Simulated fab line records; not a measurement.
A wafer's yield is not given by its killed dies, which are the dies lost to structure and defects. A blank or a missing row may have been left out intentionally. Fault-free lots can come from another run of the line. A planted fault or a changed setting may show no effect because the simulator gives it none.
Comparing a struck lot with a sound one ; flow sfq line ; 43 steps out of a route of 325
Sound: these wafers, L479.2, L479.3, L479.6. Wafers struck: L492.1, L492.3, L492.5. At the end, the cause is stated.
Order at every step that has rows: each side's tool, ch and its chambers, its first start. Under that, the readings that differ: sound wafers ; struck wafers ; difference of the means ; sigmas: that difference in standard deviations of wafers without a fault.
alike: readings whose means differ by less than 2 such deviations, and words and numbers that are the same on both sides. not compared: withheld readings, readings that some wafer has no value for, bounds like >300 that may hide the same value, and numbers for which the record gives no deviation and whose values overlap.
A row with sigmas, a row that says differs or no value, or rows on one side alone: a step with any of these is where the two part. When numbers do not overlap yet have no deviation, they are printed without sigmas and do not part them. Lack of a reading on every wafer of one side parts them only where that side has two or more wafers.

first, 7 steps without rows for these wafers: SFQ_TRILAYER_JJ_CE_STRIP_SOLV_CLEAN_121 (cleans in NMP, time 600 s); SFQ_TRILAYER_M5_LITHO_COAT_128 (resist thk 62 nm); SFQ_TRILAYER_M5_LITHO_COAT_123 (resist thk 589.5 nm); SFQ_TRILAYER_M5_LITHO_SOFTBAKE_127; SFQ_TRILAYER_M5_LITHO_EXPOSE_124 (exposes mask M5, target cd 700 nm); SFQ_TRILAYER_M5_LITHO_PEB_126 (peb time 60 s); SFQ_TRILAYER_M5_LITHO_DEVELOP_125 (time 60 s).
SFQ_M5_OVL_MEAS_932:
  sound: overlay-01 at day 57 03:50; struck: overlay-01 at day 70 21:18
  alike: M5_OVL
then, 1 step without rows for these wafers: SFQ_TRILAYER_M5_BARC_OPEN_METAL_ETCH_161 (etches BARC in O2, target depth 125 nm, time 41.7 s).
SFQ_TRILAYER_M5_ETCH_METAL_ETCH_126: etches Nb in Cl2/BCl3, stops on SiO2, time 203.2 s, target depth 265 nm.
  sound on rie metal-04 ch 0, day 57 03:56; struck on rie metal-01 ch 0,1, day 70 21:23
  alike: drypump motor current A, oes product au
  not compared: rf hours counter h
then, 2 steps without rows for these wafers: SFQ_TRILAYER_M5_STRIP_STRIP_127 (strips in O2); SFQ_TRILAYER_M5_STRIP_SOLV_CLEAN_128 (cleans in NMP, time 600 s).
SFQ_TRILAYER_A5B_DEP_PECVD_129: deposits SiO2 from SiH4/N2O, time 133.33 s, target thk 600 nm.
  sound on pecvd-02 ch 0,1,2, day 57 04:54; struck on pecvd-03 ch 0,1,2, day 70 22:22
  no value came back on the struck wafers for any of 5 readings (chamber pressure Torr (Torr), heater power outer w (W) and others); on the sound wafers chamber pressure Torr (Torr) reads 2.398 2.397 2.407
  not compared: since wet clean h
then, 1 step without rows for these wafers: SFQ_TRILAYER_A5B_CMP_CMP_130 (polishes, stops on Nb, target thk 340.7 nm).
SFQ_TRILAYER_A5B_METRO_MEASURE_131:
  sound: film metro-04 at day 57 08:55; struck: film metro-01 at day 71 01:27
then, 2 steps without rows for these wafers: SFQ_TRILAYER_R5_DEP_SPUTTER_132 (material Ti, target thk 5 nm, time 5 s); SFQ_TRILAYER_R5_DEP_SPUTTER_133 (material MoNx, target thk 40 nm, time 66.7 s).
SFQ_TRILAYER_R5_DEP_SPUTTER_134: material Ti, target thk 5 nm, time 5 s.
  sound: pvd sputter-06 at day 57 10:00; struck: pvd sputter-06 at day 71 02:44
  alike: throttle valve pct
SFQ_R5_RS_MEAS_933: measures by four-point-probe.
  sound: film metro-02 at day 57 10:02; struck: film metro-02 at day 71 02:45
  alike: R5_MONX_RS
SFQ_R5_THK_MEAS_934: measures by xrf.
  sound: film metro-02 at day 57 10:09; struck: film metro-02 at day 71 02:52
  alike: R5_MONX_THK
then, 6 steps without rows for these wafers: SFQ_TRILAYER_R5_LITHO_COAT_141 (resist thk 62 nm); SFQ_TRILAYER_R5_LITHO_COAT_136 (resist thk 600 nm); SFQ_TRILAYER_R5_LITHO_SOFTBAKE_140; SFQ_TRILAYER_R5_LITHO_EXPOSE_137 (exposes mask R5, target cd 500 nm); SFQ_TRILAYER_R5_LITHO_PEB_139 (peb time 60 s); SFQ_TRILAYER_R5_LITHO_DEVELOP_138 (time 60 s).
-- the record jumps here: 4 days lie between the struck wafers' starts before and after --
SFQ_R5_OVL_MEAS_935:
  sound: overlay-02 at day 62 10:25; struck: overlay-01 at day 75 06:54
  alike: R5_OVL
then, 1 step without rows for these wafers: SFQ_TRILAYER_R5_BARC_OPEN_METAL_ETCH_177 (etches BARC in O2, target depth 125 nm, time 41.7 s).
SFQ_TRILAYER_R5_ETCH_METAL_ETCH_139: etches the open film in Cl2, stops on SiO2, target depth 60 nm, time 40 s.
  sound on rie metal-01 ch 0,1, day 62 10:30; struck on rie metal-01 ch 0,1, day 75 07:00
  alike: drypump motor current A, oes product au
  not compared: rf hours counter h
SFQ_TRILAYER_R5_STRIP_STRIP_140: strips in O2.
  sound on rie metal-01 ch 0,1, day 62 10:33; struck on rie metal-01 ch 0,1, day 75 07:03
  alike: drypump motor current A, oes product au
  not compared: rf hours counter h
then, 8 steps without rows for these wafers: SFQ_TRILAYER_R5_STRIP_SOLV_CLEAN_141 (cleans in NMP, time 600 s); SFQ_TRILAYER_A5C_DEP_PECVD_142 (deposits SiO2 from SiH4/N2O, time 15.556 s, target thk 70 nm); SFQ_TRILAYER_I5_LITHO_COAT_149 (resist thk 62 nm); SFQ_TRILAYER_I5_LITHO_COAT_144 (resist thk 650 nm); SFQ_TRILAYER_I5_LITHO_SOFTBAKE_148; SFQ_TRILAYER_I5_LITHO_EXPOSE_145 (exposes mask I5, target cd 700 nm); SFQ_TRILAYER_I5_LITHO_PEB_147 (peb time 60 s); SFQ_TRILAYER_I5_LITHO_DEVELOP_146 (time 60 s).
-- the record jumps here: 4 days lie between the struck wafers' starts before and after --
SFQ_I5_OVL_MEAS_936:
  sound: overlay-02 at day 67 19:26; struck: overlay-01 at day 79 08:15
  alike: I5_OVL
then, 1 step without rows for these wafers: SFQ_TRILAYER_I5_BARC_OPEN_VIA_ETCH_200 (etches BARC in O2, target depth 125 nm, time 41.7 s).
SFQ_TRILAYER_I5_ETCH_VIA_ETCH_147: etches the open film in CHF3, stops on Nb, target depth 360 nm.
  sound on rie diel-04 ch 0,3, day 67 19:30; struck on rie diel-01 ch 1,2,3, day 79 08:20
  alike: drypump motor current A, oes product au
then, 1 step without rows for these wafers: SFQ_TRILAYER_I5_STRIP_STRIP_148 (strips in O2).
-- the record jumps here: 12 days lie between the struck wafers' starts before and after --
SFQ_M8_BOW_MEAS_951:
  sound: film metro-03 at day 81 07:01; struck: film metro-03 at day 91 03:12
reading;sound;struck;difference;sigmas
model.etest.i5.link ohm;2.233 2.23 2.253;2.087 2.072 2.066;-0.164;
  alike: M8_BOW

## WHERE THEY PART
Within this record, at SFQ_TRILAYER_A5B_DEP_PECVD_129 only. Later steps at which nothing parts them and some readings are alike: SFQ_TRILAYER_R5_DEP_SPUTTER_134, SFQ_R5_RS_MEAS_933, SFQ_R5_THK_MEAS_934, SFQ_R5_OVL_MEAS_935, SFQ_TRILAYER_R5_ETCH_METAL_ETCH_139, SFQ_TRILAYER_R5_STRIP_STRIP_140, SFQ_I5_OVL_MEAS_936, SFQ_TRILAYER_I5_ETCH_VIA_ETCH_147, SFQ_M8_BOW_MEAS_951.

WHY: what the simulator had put in
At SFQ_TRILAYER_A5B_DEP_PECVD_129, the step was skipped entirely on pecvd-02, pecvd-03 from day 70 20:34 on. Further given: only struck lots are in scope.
